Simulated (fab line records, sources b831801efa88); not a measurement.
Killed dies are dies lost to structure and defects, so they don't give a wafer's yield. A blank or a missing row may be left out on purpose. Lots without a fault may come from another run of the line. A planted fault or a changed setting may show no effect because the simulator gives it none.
One fault seen from 2 desks | flow gf180mcu | each desk has only its own numbers; what lay behind them comes last

THE TOOL OWNER'S DESK: pvd_sputter-01
The tool's own readings at GF_TOP_METAL_SPUTTER_04 (material TiN, target thk 25 nm, time 20.8 s): means of the sampled wafers that have a number, for each lot that ran on this tool. A lot is out of limits, marked OUT, if its mean lies more than 4 standard deviations from the usual mean; the brackets give that distance.
Columns: A = throttle_valve_pct at GF_TOP_METAL_SPUTTER_04, usual 30.2 %
lot  | first seen here | A
L952 | day 27 17:34    | 30.1
L953 | day 27 22:05    | 30.4
L958 | day 29 13:50    | 30.5
L959 | day 29 19:11    | 30.7
L966 | day 31 23:34    | 30.2
L971 | day 32 22:05    | 30.5
L972 | day 33 07:07    | 29.9
This desk's finding: nothing out of limits on any of the 7 lots.

THE METROLOGY DESK
What the gauges read, lot by lot, whatever tool the lot ran on: means of the sampled wafers that have a number. A lot is out of limits, marked OUT, if its mean lies more than 4 standard deviations from the usual mean; the brackets give that distance.
Columns: A = MVPSD_RS at GF_VT_IMPLANT_RS_MEAS_49, usual 1180.2 ohm/sq
lot  | first seen here | A
L951 | day 7 12:05     | 1178.7
L952 | day 7 20:08     | 1181.2
L953 | day 8 03:51     | 1182.7
L954 | day 8 09:55     | 1176.9
L958 | day 9 14:14     | 1177.3
L959 | day 9 20:50     | 1178.5
L960 | day 10 06:25    | 1181.5
L962 | day 10 16:47    | 1179.2
L966 | day 11 18:56    | 1181.1
L971 | day 13 03:59    | 1183.6
L972 | day 13 13:38    | 1176.1
L974 | day 14 01:01    | 1179.3
This desk's finding: nothing out of limits on any of the 12 lots.

PUT TOGETHER
The tool owner's desk saw nothing out of limits.
The metrology desk saw nothing out of limits.

WHAT THE SIMULATOR HAD PUT IN
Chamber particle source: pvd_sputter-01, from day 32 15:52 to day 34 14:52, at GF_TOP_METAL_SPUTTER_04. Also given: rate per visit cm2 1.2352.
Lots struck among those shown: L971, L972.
